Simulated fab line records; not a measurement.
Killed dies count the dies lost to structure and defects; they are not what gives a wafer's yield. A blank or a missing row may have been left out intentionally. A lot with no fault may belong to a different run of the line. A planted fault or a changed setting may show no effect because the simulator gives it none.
Struck lot and sound lot, side by side ; flow sky130 ; 17 steps out of a route of 708
Sound: these wafers, L698.1, L698.2, L698.5. Struck: wafers L708.1, L708.3, L708.5. Last of all comes the cause.
Each step with rows lists, per side, the tool, then ch with its chambers, then its first start. Under that, the readings that differ: sound wafers ; struck wafers ; difference of the means ; sigmas: that difference in standard deviations of wafers without a fault.
alike: same words and numbers on both sides, and readings whose means sit less than 2 such deviations apart. not compared: any withheld reading, any reading some wafer has no value for, any bound like >300 that may hide the same value, and any number with overlapping values for which the record gives no deviation.
The two part at a step that has a row with sigmas, a row that says differs or no value, or rows on one side only. Non-overlapping numbers with no deviation appear without sigmas and do not part them. A reading that every wafer of one side lacks parts them only if that side has two wafers or more.

SKY_VT_ADJUST_HVTP_OVL_MEAS_08:
  sound on overlay-02 at day 8 03:31; struck on overlay-02 at day 10 23:28
  alike: VT_ADJUST_HVTP_OVL
following that, these wafers have no rows for 1 step: SKY_VT_ADJUST_HVTP_IMPLANT_09.
SKY_VT_ADJUST_HVTP_STRIP_10: strips in O2/N2.
  sound on plasmaAsher-02 ch 0,1, day 8 03:43; struck on plasmaAsher-04 ch 0,1, day 10 23:40
  alike: drypumpMotorCurrentA, oesProductAu, stripTimeToEndpointS
  not compared: rfHoursCounterH
SKY_VT_ADJUST_HVTP_TW_MEAS_11:
  sound on filmMetro-03 at day 8 03:49; struck on filmMetro-04 at day 10 23:46
reading;sound;struck;difference;sigmas
VT_ADJUST_HVTP_TW;1367 1378 1367;1336 1345 1341;-30;-3
then, 7 steps without rows for these wafers: SKY_VT_ADJUST_LVTN_DEHYDRATE_00 (time 60 s); SKY_VT_ADJUST_LVTN_HMDS_01 (prime time 60 s); SKY_VT_ADJUST_LVTN_COAT_02 (resist thk 3000 nm); SKY_VT_ADJUST_LVTN_SOFTBAKE_03; SKY_VT_ADJUST_LVTN_EXPOSE_04 (exposes mask NWM COMPLEMENT LESS NATIVE, target cd 840 nm); SKY_VT_ADJUST_LVTN_PEB_05; SKY_VT_ADJUST_LVTN_DEVELOP_06 (develop time 60 s).
SKY_VT_ADJUST_LVTN_OVL_MEAS_07:
  sound on overlay-01 at day 9 01:29; struck on overlay-02 at day 11 23:17
  alike: VT_ADJUST_LVTN_OVL
SKY_VT_ADJUST_LVTN_IMPLANT_08:
  sound on implanter-02 ch 0, day 9 01:31; struck on implanter-03 ch 0, day 11 23:20
reading;sound;struck;difference;sigmas
doseIonsCm2;1.5651e+12 1.5677e+12 1.5679e+12;2.038e+12 2.0353e+12 2.0331e+12;+4.686e+11;+99 or more
faradayCurrentUA;8.59 8.81 9.02;11.57 11.37 11.20;+2.57;+16
SKY_VT_ADJUST_LVTN_STRIP_09: strips in O2/N2.
  sound on plasmaAsher-04 ch 0,1, day 9 01:40; struck on plasmaAsher-01 ch 0,1, day 11 23:29
  alike: drypumpMotorCurrentA, oesProductAu, stripTimeToEndpointS
  not compared: rfHoursCounterH
SKY_VT_ADJUST_LVTN_TW_MEAS_10:
  sound on filmMetro-01 at day 9 01:46; struck on filmMetro-04 at day 11 23:35
reading;sound;struck;difference;sigmas
VT_ADJUST_LVTN_TW;248 249 249;259 257 259;+10;+2
then, 1 step without rows for these wafers: SKY_VT_ADJUST_LVTN_DEHYDRATE_11 (time 60 s).
-- here the record skips 38 days between the struck wafers' starts before and after, leaving off in module VT_ADJUST_LVTN and picking up in module PAD_OPEN (first step shown: number 708 of the route) --
SKY_PAD_OPEN_PROBE_99:
  sound on prober-02 at day 47 17:05; struck on prober-02 at day 50 06:26
reading;sound;struck;difference;sigmas
model.etest.nfet_01v8_lvt.vtSatV (V);0.552 0.5452 0.5534;0.5563 0.557 0.563;+0.0086;
model.etest.nfet_01v8_lvt.vtLongV (V);0.4414 0.4338 0.4434;0.4506 0.4516 0.4586;+0.0141;
model.etest.nfet_01v8_lvt.bodyRiseV (V);0.1486 0.1438 0.1494;0.1529 0.1551 0.1548;+0.0070;
  alike: killed_at_M0_to_M3, killed_at_M4_up, killedAtContacts, killedAtFrontEnd, killedAtOther, killedDies, killedOpen, killedShort

WHERE THEY PART
At SKY_VT_ADJUST_HVTP_TW_MEAS_11 first; at SKY_VT_ADJUST_LVTN_TW_MEAS_10 last (within this record only). Later steps at which nothing parts them and some readings are alike: SKY_PAD_OPEN_PROBE_99.

WHY: what the simulator had put in
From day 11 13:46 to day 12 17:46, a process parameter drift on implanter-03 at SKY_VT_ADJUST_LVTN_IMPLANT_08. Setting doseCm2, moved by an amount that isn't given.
